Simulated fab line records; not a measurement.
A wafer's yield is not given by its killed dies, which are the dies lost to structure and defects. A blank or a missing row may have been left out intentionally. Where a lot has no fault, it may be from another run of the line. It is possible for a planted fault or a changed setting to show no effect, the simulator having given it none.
fab line records	flow gf180mcu
record lots=24	wafers=72	last-day=34
route steps=602 shown V2@400 M4@462 MIM@509 TOP_METAL@584 PASSIVATION@599
lots that met no fault: taken from a fault-free run of the same line
start-h: start of the lot's first displayed wafer, in hours after the record's first day	wait-h: hours since the lot's step before	" unchanged from the row above	L1.1+2: a row that stands for several wafers	- no value present, or no start provided	* or withheld: withheld	< > ~ a bound
route shown NAME@n: a module of which the file shows steps, and the number in the route of the first	usual: mean/standard deviation of fault-free wafers	same: alike in all rows	chamber/n: place in a boat	sites: per-site readings	_std_site: how widely they spread, as a standard deviation	_edge_site: mean of outer sites minus mean of inner sites	radius-mm: how far each site lies from the wafer's centre	mask NAME#n: copy n	behind: the most recent tool/chamber to have shaped the wafer	hold: what put the lot on hold/how long, in hours/how the hold closed	device: the n, p or np transistor that did not switch	end of line: at the end of the route, the tests of the same wafers	a step given without rows: its recipe and nothing more	killed: the dies lost at the first sort to structure and to defects; this is not the yield of the wafer	map: the dies of a wafer, with x for killed, . for not killed, _ for no die there
set.NAME: setting as actually run; set.NAME@STEP: the setting as run at that earlier step	model.NAME: the simulator's own value behind a step, which no gauge read
steps of the route over a sample of lots; a table a step, a row a wafer
services: when a tool's chamber went out of use (start-h, in hours from the record's first day, below 0 if earlier), for how many hours, and the reason
## steps
# step GF_V2_STRIP_18
# recipe chemistry=O2/N2	power-w=1400	pressure-mtorr=1500	platen-temp-c=250	o2-flow-sccm=3000	n2-flow-sccm=300	overash-fraction=0.5
# usual drypump-motor-current-A=5.86/0.26	heater-power-w=342/36	o2-flow-sccm=2999/9.2	oes-product-au=0.592/0.0052
# same overash-fraction=0.5
lot.wafer	tool	chamber	start-h	wait-h	drypump-motor-current-A	heater-power-w	o2-flow-sccm	oes-product-au	rf-hours-counter-h
L074.2	plasma-asher-03	1	453.08	-	6.05	339	3001	0.594	65
L074.4	"	1	"	"	6.05	331	3008	0.592	-
L074.6	"	0	"	"	5.32	365	2996	0.587	-
L075.2	plasma-asher-02	0	468.35	-	5.93	300	2995	0.594	37
L075.3	"	1	"	"	6.11	319	2994	0.602	-
L075.6	"	1	"	"	6.11	305	2975	0.598	-
L076.1	plasma-asher-01	0	471.60	-	5.86	401	3016	0.591	4
L076.2	"	1	"	"	5.56	382	3003	0.595	4
L076.5	"	0	"	"	5.84	392	2998	0.596	-
L077.1	plasma-asher-02	1	482.40	-	6.11	310	3011	0.595	38
L077.4	"	0	"	"	5.92	312	3003	0.600	-
L077.6	"	1	"	"	6.12	306	3009	0.584	-
L078.3	plasma-asher-02	1	494.98	-	6.12	313	2987	0.589	-
L078.4	"	0	"	"	5.91	309	2992	0.593	-
L078.6	"	1	"	"	6.09	306	3001	0.593	-
L079.3	plasma-asher-02	1	505.43	-	6.10	309	3016	0.588	-
L079.5	"	0	"	"	5.93	316	3006	0.585	-
L079.6	"	1	"	"	6.13	301	3007	0.585	-
L080.3	plasma-asher-02	0	510.73	-	5.93	314	2998	0.587	-
L080.4	"	1	"	"	6.17	312	2999	0.596	-
L080.6	"	1	"	"	6.14	314	2994	0.594	-
L081.2	plasma-asher-02	1	527.35	-	6.10	314	3001	0.597	43
L081.5	"	1	"	"	6.11	312	2997	0.592	-
L081.6	"	0	"	"	5.94	315	2993	0.594	-
L082.1	plasma-asher-01	1	528.83	-	5.53	364	2989	0.590	10
L082.2	"	0	"	"	5.86	403	2990	0.590	10
L082.5	"	0	"	"	5.84	411	2994	0.593	-
L083.2	plasma-asher-02	1	541.48	-	6.10	316	3019	0.595	45
L083.3	"	1	"	"	6.09	306	3001	0.588	-
L083.4	"	0	"	"	5.93	316	3006	0.581	-
L084.1	plasma-asher-03	0	548.35	-	5.29	361	2997	0.581	75
L084.3	"	0	"	"	5.27	363	2986	0.599	-
L084.5	"	1	"	"	6.08	328	2992	0.593	-
L085.1	plasma-asher-01	1	562.73	-	5.54	372	2989	0.590	13
L085.2	"	0	"	"	5.87	411	2997	0.586	13
L085.5	"	1	"	"	5.51	371	3005	0.587	-
L086.3	plasma-asher-01	1	563.78	-	5.55	363	2998	0.593	-
L086.4	"	0	"	"	5.90	420	2992	0.599	-
L086.5	"	0	"	"	5.87	413	2993	0.598	-
L087.1	plasma-asher-02	1	578.05	-	6.12	316	3004	0.591	49
L087.3	"	0	"	"	5.93	318	3007	0.602	-
L087.5	"	1	"	"	6.13	305	2997	0.597	-
L088.1	plasma-asher-01	0	585.45	-	5.86	413	2992	0.592	15
L088.4	"	0	"	"	5.85	403	2984	0.594	-
L088.6	"	0	"	"	5.87	407	2993	0.595	-
L089.1	plasma-asher-01	1	595.90	-	5.55	373	2992	0.589	16
L089.5	"	0	"	"	5.82	407	3007	0.605	-
L089.6	"	1	"	"	5.53	370	2990	0.582	-
L090.2	plasma-asher-02	1	609.85	-	6.13	313	2991	0.595	52
L090.3	"	1	"	"	6.12	312	2983	0.595	-
L090.5	"	0	"	"	5.92	319	3001	0.598	-
L091.2	plasma-asher-01	1	620.87	-	5.56	371	3000	0.602	19
L091.4	"	0	"	"	5.85	419	3005	0.590	-
L091.6	"	1	"	"	5.55	384	2982	0.592	-
L092.2	plasma-asher-03	1	625.82	-	6.07	341	3016	0.598	83
L092.4	"	0	"	"	5.32	368	3005	0.593	-
L092.6	"	1	"	"	6.08	343	3011	0.590	-
L093.3	plasma-asher-02	0	628.81	-	5.94	318	2995	0.594	-
L093.4	"	1	"	"	6.11	319	2998	0.583	-
L093.6	"	1	"	"	6.11	308	3007	0.588	-
L094.2	plasma-asher-02	1	632.65	-	6.10	313	2998	0.596	55
L094.4	"	0	"	"	5.92	314	3003	0.594	-
L094.5	"	0	"	"	5.92	323	2987	0.591	-
L095.1	plasma-asher-03	0	635.70	-	5.31	361	2992	0.578	84
L095.2	"	1	"	"	6.09	336	3009	0.596	84
L095.3	"	1	"	"	6.09	327	2974	0.594	-
L096.4	plasma-asher-03	1	643.48	-	6.06	328	3007	0.592	-
L096.5	"	1	"	"	6.06	328	2999	0.600	-
L096.6	"	0	"	"	5.34	358	3007	0.594	-
L097.1	plasma-asher-02	0	651.82	-	5.93	304	2996	0.595	57
L097.3	"	0	"	"	5.93	311	2997	0.594	-
L097.5	"	0	"	"	5.93	315	3000	0.600	-
# step GF_M4_THK_MEAS_06
# recipe thk-meas-gauge=xrf	reads=AlCu_of_M4_SPUTTER_02
# usual M4_ALCU_THK=445/6
lot.wafer	tool	chamber	start-h	wait-h	M4_ALCU_THK[nm]
L074.2	film-metro-02	-	505.75	0.1	447
L074.4	"	-	"	"	452
L074.6	"	-	"	"	449
L075.2	film-metro-02	-	521.22	0.1	451
L075.3	"	-	"	"	447
L075.6	"	-	"	"	451
L076.1	film-metro-01	-	523.25	0.1	448
L076.2	"	-	"	"	446
L076.5	"	-	"	"	449
L077.1	film-metro-01	-	534.54	0.1	443
L077.4	"	-	"	"	442
L077.6	"	-	"	"	435
L078.3	film-metro-02	-	546.02	0.1	447
L078.4	"	-	"	"	452
L078.6	"	-	"	"	449
L079.3	film-metro-02	-	555.19	0.1	449
L079.5	"	-	"	"	452
L079.6	"	-	"	"	447
L080.3	film-metro-01	-	560.06	0.1	437
L080.4	"	-	"	"	440
L080.6	"	-	"	"	435
L081.2	film-metro-02	-	575.86	0.1	449
L081.5	"	-	"	"	450
L081.6	"	-	"	"	453
L082.1	film-metro-03	-	576.15	0.1	444
L082.2	"	-	"	"	441
L082.5	"	-	"	"	443
L083.2	film-metro-03	-	589.95	0.1	445
L083.3	"	-	"	"	442
L083.4	"	-	"	"	449
L084.1	film-metro-03	-	596.74	0.1	439
L084.3	"	-	"	"	443
L084.5	"	-	"	"	438
L085.1	film-metro-01	-	610.09	0.1	452
L085.2	"	-	"	"	448
L085.5	"	-	"	"	446
L086.3	film-metro-01	-	611.18	0.1	441
L086.4	"	-	"	"	441
L086.5	"	-	"	"	438
L087.1	film-metro-02	-	624.35	0.1	446
L087.3	"	-	"	"	451
L087.5	"	-	"	"	447
L088.1	film-metro-02	-	631.79	0.1	443
L088.4	"	-	"	"	448
L088.6	"	-	"	"	448
L089.1	film-metro-03	-	641.47	0.1	448
L089.5	"	-	"	"	453
L089.6	"	-	"	"	444
L090.2	film-metro-03	-	655.31	0.1	442
L090.3	"	-	"	"	444
L090.5	"	-	"	"	443
L091.2	film-metro-01	-	663.65	0.1	428
L091.4	"	-	"	"	428
L091.6	"	-	"	"	434
L092.2	film-metro-03	-	670.28	0.1	436
L092.4	"	-	"	"	436
L092.6	"	-	"	"	440
L093.3	film-metro-01	-	671.60	0.1	445
L093.4	"	-	"	"	436
L093.6	"	-	"	"	436
L094.2	film-metro-02	-	675.92	0.1	457
L094.4	"	-	"	"	452
L094.5	"	-	"	"	457
L095.1	film-metro-01	-	678.65	0.1	446
L095.2	"	-	"	"	447
L095.3	"	-	"	"	446
L096.4	film-metro-01	-	685.88	0.1	446
L096.5	"	-	"	"	448
L096.6	"	-	"	"	448
L097.1	film-metro-03	-	694.43	0.1	444
L097.3	"	-	"	"	447
L097.5	"	-	"	"	444
# step GF_MIM_THK_MEAS_06
# recipe reads=Si3N4_of_MIM_CVD_05
# usual MIM_CVD_05_THK=42.0/0.56
lot.wafer	tool	chamber	start-h	wait-h	MIM_CVD_05_THK[nm]
L074.2	film-metro-04	-	553.32	0.0	41.1
L074.4	"	-	"	"	42.4
L074.6	"	-	"	"	43.0
L075.2	film-metro-02	-	568.45	0.0	42.3
L075.3	"	-	"	"	42.2
L075.6	"	-	"	"	43.2
L076.1	film-metro-01	-	570.56	0.0	41.6
L076.2	"	-	"	"	41.7
L076.5	"	-	"	"	43.2
L077.1	film-metro-04	-	582.22	0.0	41.9
L077.4	"	-	"	"	41.8
L077.6	"	-	"	"	43.0
L078.3	film-metro-02	-	591.55	0.0	41.8
L078.4	"	-	"	"	42.4
L078.6	"	-	"	"	42.6
L079.3	film-metro-04	-	602.02	0.0	42.4
L079.5	"	-	"	"	42.9
L079.6	"	-	"	"	41.9
L080.3	film-metro-01	-	605.85	0.0	41.9
L080.4	"	-	"	"	41.8
L080.6	"	-	"	"	42.3
L081.2	film-metro-02	-	620.77	0.0	41.2
L081.5	"	-	"	"	42.1
L081.6	"	-	"	"	42.7
L082.1	film-metro-04	-	621.36	0.0	41.5
L082.2	"	-	"	"	41.3
L082.5	"	-	"	"	42.1
L083.2	film-metro-02	-	635.37	0.0	41.0
L083.3	"	-	"	"	40.8
L083.4	"	-	"	"	41.4
L084.1	film-metro-04	-	640.10	0.0	41.3
L084.3	"	-	"	"	41.7
L084.5	"	-	"	"	42.5
L085.1	film-metro-02	-	653.04	0.1	41.0
L085.2	"	-	"	"	41.5
L085.5	"	-	"	"	41.8
L086.3	film-metro-04	-	653.67	0.0	40.7
L086.4	"	-	"	"	42.0
L086.5	"	-	"	"	41.3
L087.1	film-metro-01	-	666.09	0.0	41.3
L087.3	"	-	"	"	41.8
L087.5	"	-	"	"	42.5
L088.1	film-metro-02	-	672.06	0.0	42.3
L088.4	"	-	"	"	42.4
L088.6	"	-	"	"	42.4
L089.1	film-metro-01	-	683.07	0.0	41.6
L089.5	"	-	"	"	41.8
L089.6	"	-	"	"	42.5
L090.2	film-metro-01	-	695.92	0.0	40.8
L090.3	"	-	"	"	40.9
L090.5	"	-	"	"	41.3
L091.2	film-metro-04	-	704.77	0.0	41.9
L091.4	"	-	"	"	42.1
L091.6	"	-	"	"	42.5
L092.2	film-metro-02	-	709.84	0.0	42.0
L092.4	"	-	"	"	41.9
L092.6	"	-	"	"	41.9
L093.3	film-metro-01	-	712.40	0.0	41.3
L093.4	"	-	"	"	41.7
L093.6	"	-	"	"	42.1
L094.2	film-metro-01	-	715.14	0.0	42.3
L094.4	"	-	"	"	42.1
L094.5	"	-	"	"	41.9
L095.1	film-metro-02	-	718.07	0.0	41.6
L095.2	"	-	"	"	42.1
L095.3	"	-	"	"	41.9
L096.4	film-metro-01	-	724.46	0.0	42.7
L096.5	"	-	"	"	42.3
L096.6	"	-	"	"	42.3
L097.1	film-metro-02	-	733.60	0.0	41.8
L097.3	"	-	"	"	42.0
L097.5	"	-	"	"	42.4
# step GF_TOP_METAL_STRIP_17
# recipe chemistry=O2/N2	power-w=1400	pressure-mtorr=1500	platen-temp-c=250	o2-flow-sccm=3000	n2-flow-sccm=300	overash-fraction=0.5
# usual drypump-motor-current-A=5.83/0.26	heater-power-w=348/36	o2-flow-sccm=2999/9	oes-product-au=0.710/0.0046	strip-time-to-endpoint-s=12.86/0.076
# same overash-fraction=0.5
lot.wafer	tool	chamber	start-h	wait-h	drypump-motor-current-A	heater-power-w	o2-flow-sccm	oes-product-au	rf-hours-counter-h	strip-time-to-endpoint-s
L074.2	plasma-asher-02	0	642.49	0.1	5.94	314	3006	0.714	55	12.81
L074.4	"	0	"	"	5.93	318	3003	0.714	-	12.83
L074.6	"	0	"	"	5.93	318	2992	0.717	-	12.87
L075.2	plasma-asher-03	1	654.41	0.1	6.08	330	2988	0.715	86	12.88
L075.3	"	1	"	"	6.05	340	3001	0.707	-	12.83
L075.6	"	1	"	"	6.07	338	3014	0.712	-	12.92
L076.1	plasma-asher-03	0	656.89	0.1	5.27	354	3000	0.706	86	12.89
L076.2	"	1	"	"	6.07	332	2994	0.708	86	12.81
L076.5	"	1	"	"	6.04	335	3009	0.708	-	12.78
L077.1	plasma-asher-02	0	667.14	0.1	5.93	312	3001	0.707	58	12.79
L077.4	"	0	"	"	5.93	316	3005	0.710	-	12.88
L077.6	"	0	"	"	5.94	310	2991	0.710	-	12.78
L078.3	plasma-asher-02	0	675.42	0.1	5.92	304	3016	0.712	-	12.79
L078.4	"	1	"	"	6.14	319	2988	0.707	-	12.85
L078.6	"	1	"	"	6.12	312	2985	0.709	-	12.84
L079.3	plasma-asher-03	1	684.49	0.1	6.07	333	2999	0.707	-	12.84
L079.5	"	1	"	"	6.04	344	3007	0.703	-	12.95
L079.6	"	0	"	"	5.29	356	2997	0.719	-	12.82
L080.3	plasma-asher-01	0	688.64	0.1	5.84	401	3005	0.710	-	12.83
L080.4	"	1	"	"	5.53	368	2997	0.710	-	12.91
L080.6	"	1	"	"	5.53	376	2989	0.711	-	12.85
L081.2	plasma-asher-01	1	701.71	0.1	5.53	367	3002	0.712	27	12.77
L081.5	"	0	"	"	5.85	409	2983	0.713	-	12.71
L081.6	"	1	"	"	5.52	374	2995	0.712	-	12.81
L082.1	plasma-asher-02	0	703.31	0.1	5.92	315	2978	0.700	63	12.88
L082.2	"	1	"	"	6.13	306	2993	0.711	63	12.89
L082.5	"	0	"	"	5.93	316	2991	0.714	-	12.82
L083.2	plasma-asher-01	0	714.49	0.1	5.83	405	3001	0.719	28	12.82
L083.3	"	0	"	"	5.84	401	2982	0.713	-	12.83
L083.4	"	1	"	"	5.54	380	3000	0.710	-	12.87
L084.1	plasma-asher-02	1	717.24	0.1	6.09	307	2999	0.708	65	12.69
L084.3	"	0	"	"	5.92	313	3000	0.707	-	12.63
L084.5	"	0	"	"	5.92	322	3012	0.709	-	12.67
L085.1	plasma-asher-01	1	730.84	0.1	5.56	367	3018	0.702	30	12.86
L085.2	"	0	"	"	5.90	396	3005	0.713	30	12.82
L085.5	"	0	"	"	5.90	401	3011	0.717	-	12.82
L086.3	plasma-asher-02	0	731.17	0.1	5.92	315	3005	0.710	-	12.88
L086.4	"	1	"	"	6.11	309	2996	0.704	-	13.01
L086.5	"	1	"	"	6.11	312	2992	0.718	-	12.93
L087.1	plasma-asher-03	0	740.46	0.1	5.29	359	3005	0.709	96	12.98
L087.3	"	0	"	"	5.26	365	2990	0.714	-	12.99
L087.5	"	0	"	"	5.28	363	3024	0.708	-	13.04
L088.1	plasma-asher-01	1	747.49	0.1	5.53	366	2990	0.718	32	12.78
L088.4	"	1	"	"	5.55	379	2998	0.703	-	12.90
L088.6	"	0	"	"	5.86	401	2996	0.712	-	12.81
L089.1	plasma-asher-01	1	756.17	0.2	5.54	365	3004	0.714	33	12.88
L089.5	"	0	"	"	5.83	408	3004	0.702	-	12.78
L089.6	"	1	"	"	5.53	366	3013	0.714	-	12.92
L090.2	plasma-asher-01	1	768.76	0.1	5.54	370	2990	0.714	35	12.95
L090.3	"	0	"	"	5.85	410	2996	0.703	-	12.86
L090.5	"	1	"	"	5.53	364	3016	0.708	-	12.88
L091.2	plasma-asher-01	0	775.96	0.1	5.89	409	2997	0.716	36	12.74
L091.4	"	0	"	"	5.90	394	2999	0.719	-	12.79
L091.6	"	0	"	"	5.86	406	2995	0.716	-	12.77
L092.2	plasma-asher-02	0	779.66	0.1	5.93	313	3004	0.715	71	12.98
L092.4	"	0	"	"	5.93	317	3002	0.706	-	12.82
L092.6	"	1	"	"	6.12	314	2997	0.705	-	12.89
L093.3	plasma-asher-02	0	781.22	0.1	5.95	316	3013	0.716	-	12.80
L093.4	"	1	"	"	6.11	321	2988	0.711	-	12.85
L093.6	"	0	"	"	5.94	317	2995	0.699	-	12.77
L094.2	plasma-asher-03	0	783.71	0.1	5.24	365	3003	0.712	101	12.83
L094.4	"	1	"	"	6.07	336	2995	0.716	-	12.79
L094.5	"	1	"	"	6.10	325	3008	0.707	-	12.83
L095.1	plasma-asher-02	0	790.89	0.1	5.95	304	3012	0.713	72	12.89
L095.2	"	1	"	"	6.11	309	2996	0.712	72	13.02
L095.3	"	1	"	"	6.15	309	2997	0.710	-	13.09
L096.4	plasma-asher-01	1	794.02	0.1	5.58	369	2977	0.707	-	12.83
L096.5	"	1	"	"	5.53	374	2987	0.704	-	12.90
L096.6	"	0	"	"	5.83	411	3012	0.696	-	12.79
L097.1	plasma-asher-02	0	801.08	0.3	5.94	317	3002	0.717	73	12.93
L097.3	"	1	"	"	6.12	316	2989	0.718	-	12.96
L097.5	"	1	"	"	6.13	313	2990	0.705	-	12.97
# step GF_PASSIVATION_STRIP_12
# recipe chemistry=O2/N2	power-w=1400	pressure-mtorr=1500	platen-temp-c=250	o2-flow-sccm=3000	n2-flow-sccm=300	overash-fraction=0.5
# usual drypump-motor-current-A=6.01/0.26	heater-power-w=347/42	o2-flow-sccm=2999/8.4	oes-product-au=0.718/0.0046	strip-time-to-endpoint-s=32.85/0.21
# same overash-fraction=0.5
lot.wafer	tool	chamber	start-h	wait-h	drypump-motor-current-A	heater-power-w	o2-flow-sccm	oes-product-au	rf-hours-counter-h	strip-time-to-endpoint-s
L074.2	plasma-asher-02	1	662.36	0.1	6.11	319	2983	0.716	58	33.07
L074.4	"	0	"	"	5.94	308	2992	0.714	-	32.93
L074.6	"	1	"	"	6.10	313	2995	0.725	-	32.92
L075.2	plasma-asher-02	0	674.16	0.1	5.94	313	2993	0.714	59	32.65
L075.3	"	1	"	"	6.11	306	3009	0.723	-	32.95
L075.6	"	0	"	"	5.95	311	2999	0.716	-	32.76
L076.1	plasma-asher-02	0	677.21	0.1	5.94	311	2997	0.720	60	32.76
L076.2	"	1	"	"	6.12	316	2984	0.718	60	32.86
L076.5	"	1	"	"	6.13	305	2996	0.712	-	33.02
L077.1	plasma-asher-04	0	686.06	0.1	6.24	414	3001	0.713	104	33.12
L077.4	"	1	"	"	6.06	329	2998	0.720	-	33.07
L077.6	"	1	"	"	6.06	317	3001	0.715	-	32.81
L078.3	plasma-asher-03	1	694.54	0.2	6.04	333	3000	0.714	-	32.78
L078.4	"	0	"	"	5.31	354	3008	0.715	-	32.92
L078.6	"	1	"	"	6.01	340	2996	0.713	-	32.74
L079.3	plasma-asher-04	1	703.99	0.2	6.06	314	3004	0.718	-	33.20
L079.5	"	1	"	"	6.07	324	3003	0.711	-	32.90
L079.6	"	0	"	"	6.28	414	3001	0.712	-	33.14
L080.3	plasma-asher-04	1	708.19	0.2	6.05	329	3005	0.726	-	32.71
L080.4	"	0	"	"	6.30	407	2996	0.716	-	33.04
L080.6	"	1	"	"	6.05	326	2999	0.707	-	33.06
L081.2	plasma-asher-03	1	720.83	0.1	6.04	342	2983	0.725	94	32.43
L081.5	"	1	"	"	6.06	335	3001	0.722	-	32.70
L081.6	"	0	"	"	5.29	355	2995	0.714	-	32.62
L082.1	plasma-asher-04	1	721.96	0.1	6.06	314	3007	0.710	107	32.69
L082.2	"	0	"	"	6.24	414	2998	0.712	107	32.80
L082.5	"	0	"	"	6.26	403	3016	0.717	-	32.70
L083.2	plasma-asher-04	1	733.16	0.1	6.05	319	3016	0.721	108	32.86
L083.3	"	1	"	"	6.06	326	3002	0.721	-	32.71
L083.4	"	0	"	"	6.25	397	2993	0.724	-	33.02
L084.1	plasma-asher-03	1	735.51	0.1	6.07	330	3002	0.719	96	32.59
L084.3	"	0	"	"	5.29	352	3000	0.726	-	32.33
L084.5	"	0	"	"	5.30	357	2989	0.720	-	32.88
L085.1	plasma-asher-02	1	748.63	0.1	6.08	307	2988	0.723	68	32.46
L085.2	"	0	"	"	5.92	311	3000	0.722	68	33.04
L085.5	"	1	"	"	6.11	317	2996	0.714	-	32.94
L086.3	plasma-asher-04	1	749.01	0.2	6.06	331	2984	0.721	-	32.70
L086.4	"	0	"	"	6.25	415	3005	0.720	-	32.91
L086.5	"	0	"	"	6.24	422	3014	0.722	-	32.88
L087.1	plasma-asher-04	1	758.36	0.1	6.04	334	3005	0.718	2	33.01
L087.3	"	1	"	"	6.06	325	3003	0.723	-	32.87
L087.5	"	0	"	"	6.26	423	3010	0.716	-	32.68
L088.1	plasma-asher-02	0	764.66	0.1	5.94	312	2999	0.724	69	32.56
L088.4	"	1	"	"	6.13	303	2997	0.719	-	33.02
L088.6	"	1	"	"	6.12	309	2995	0.711	-	32.70
L089.1	plasma-asher-04	1	772.76	0.1	6.03	327	2987	0.722	3	33.06
L089.5	"	0	"	"	6.26	434	2999	0.711	-	33.20
L089.6	"	1	"	"	6.06	329	2994	0.716	-	33.29
L090.2	plasma-asher-02	1	785.71	0.1	6.09	316	2992	0.718	71	33.08
L090.3	"	1	"	"	6.10	314	2987	0.724	-	32.98
L090.5	"	1	"	"	6.08	309	2996	0.720	-	32.99
L091.2	plasma-asher-03	0	793.11	0.1	5.29	364	3007	0.720	102	32.84
L091.4	"	1	"	"	6.07	337	3006	0.717	-	32.68
L091.6	"	0	"	"	5.34	357	3001	0.718	-	33.03
L092.2	plasma-asher-04	0	796.71	0.1	6.26	436	3005	0.715	5	32.94
L092.4	"	1	"	"	6.06	331	3023	0.714	-	32.96
L092.6	"	1	"	"	6.03	340	3010	0.713	-	33.04
L093.3	plasma-asher-03	0	798.19	0.2	5.32	352	2998	0.721	-	32.89
L093.4	"	1	"	"	6.03	333	2983	0.718	-	33.00
L093.6	"	1	"	"	6.06	334	2991	0.718	-	32.64
L094.2	plasma-asher-04	0	800.36	0.1	6.27	412	3001	0.717	6	33.23
L094.4	"	0	"	"	6.24	437	3000	0.710	-	33.01
L094.5	"	0	"	"	6.25	425	2994	0.718	-	32.81
L095.1	plasma-asher-04	1	805.66	0.1	6.08	329	2992	0.726	6	32.87
L095.2	"	0	"	"	6.29	431	3016	0.723	6	32.73
L095.3	"	1	"	"	6.08	330	2989	0.711	-	32.46
L096.4	plasma-asher-02	0	808.99	0.2	5.94	308	2985	0.719	-	32.92
L096.5	"	1	"	"	6.13	312	3000	0.717	-	32.45
L096.6	"	0	"	"	5.93	324	2994	0.716	-	32.93
L097.1	plasma-asher-02	0	817.26	0.1	5.92	312	2995	0.714	75	33.07
L097.3	"	1	"	"	6.11	300	3001	0.719	-	32.86
L097.5	"	1	"	"	6.08	318	3004	0.713	-	32.74
# step GF_PASSIVATION_BOW_MEAS_14
# recipe mode=bow
# usual PASSIVATION_BOW=131/9.7
lot.wafer	tool	chamber	start-h	wait-h	PASSIVATION_BOW[um]
L074.2	film-metro-03	-	663.98	0.0	138
L074.4	"	-	"	"	140
L074.6	"	-	"	"	151
L075.2	film-metro-04	-	676.72	0.0	135
L075.3	"	-	"	"	139
L075.6	"	-	"	"	126
L076.1	film-metro-04	-	678.81	0.0	111
L076.2	"	-	"	"	108
L076.5	"	-	"	"	124
L077.1	film-metro-04	-	687.66	0.0	122
L077.4	"	-	"	"	137
L077.6	"	-	"	"	125
L078.3	film-metro-04	-	696.15	0.0	133
L078.4	"	-	"	"	136
L078.6	"	-	"	"	145
L079.3	film-metro-01	-	705.60	0.0	143
L079.5	"	-	"	"	128
L079.6	"	-	"	"	131
L080.3	film-metro-01	-	709.80	0.0	133
L080.4	"	-	"	"	112
L080.6	"	-	"	"	120
L081.2	film-metro-01	-	722.45	0.0	131
L081.5	"	-	"	"	136
L081.6	"	-	"	"	138
L082.1	film-metro-04	-	723.56	0.0	133
L082.2	"	-	"	"	130
L082.5	"	-	"	"	134
L083.2	film-metro-04	-	734.78	0.0	117
L083.3	"	-	"	"	124
L083.4	"	-	"	"	116
L084.1	film-metro-03	-	737.11	0.0	115
L084.3	"	-	"	"	110
L084.5	"	-	"	"	122
L085.1	film-metro-01	-	750.23	0.0	144
L085.2	"	-	"	"	140
L085.5	"	-	"	"	143
L086.3	film-metro-03	-	750.62	0.0	120
L086.4	"	-	"	"	122
L086.5	"	-	"	"	130
L087.1	film-metro-04	-	759.96	0.0	117
L087.3	"	-	"	"	133
L087.5	"	-	"	"	126
L088.1	film-metro-04	-	766.26	0.0	133
L088.4	"	-	"	"	144
L088.6	"	-	"	"	131
L089.1	film-metro-04	-	774.36	0.0	128
L089.5	"	-	"	"	132
L089.6	"	-	"	"	138
L090.2	film-metro-04	-	787.33	0.0	143
L090.3	"	-	"	"	135
L090.5	"	-	"	"	134
L091.2	film-metro-04	-	794.73	0.0	113
L091.4	"	-	"	"	123
L091.6	"	-	"	"	116
L092.2	film-metro-03	-	798.33	0.0	138
L092.4	"	-	"	"	121
L092.6	"	-	"	"	127
L093.3	film-metro-01	-	799.80	0.0	124
L093.4	"	-	"	"	126
L093.6	"	-	"	"	144
L094.2	film-metro-01	-	801.98	0.0	134
L094.4	"	-	"	"	138
L094.5	"	-	"	"	153
L095.1	film-metro-03	-	807.26	0.0	127
L095.2	"	-	"	"	126
L095.3	"	-	"	"	143
L096.4	film-metro-04	-	810.62	0.1	132
L096.5	"	-	"	"	139
L096.6	"	-	"	"	146
L097.1	film-metro-03	-	818.86	0.0	144
L097.3	"	-	"	"	129
L097.5	"	-	"	"	126
## services
tool	chamber	start-h	hours	kind
plasma-asher-01	0	430.25	-	clean
plasma-asher-01	1	430.25	-	clean
plasma-asher-03	-	467.62	5.3	repair
plasma-asher-01	-	500.61	1.1	repair
plasma-asher-03	-	514.53	1.3	repair
plasma-asher-04	-	524.14	3.7	repair
plasma-asher-03	-	599.94	0.8	repair
plasma-asher-03	-	603.95	2.8	pm
plasma-asher-04	-	663.43	15.1	pm
plasma-asher-01	-	672.65	7.4	repair
plasma-asher-01	-	672.86	0.9	repair
plasma-asher-04	-	733.75	9.0	pm
plasma-asher-04	0	733.75	9.0	vent-cycle
plasma-asher-04	1	733.75	9.0	vent-cycle
plasma-asher-04	0	742.75	-	clean
plasma-asher-04	1	742.75	-	clean
plasma-asher-02	-	749.46	8.3	repair
plasma-asher-03	-	759.65	3.0	repair
plasma-asher-04	-	760.25	2.8	repair
## key
fault none
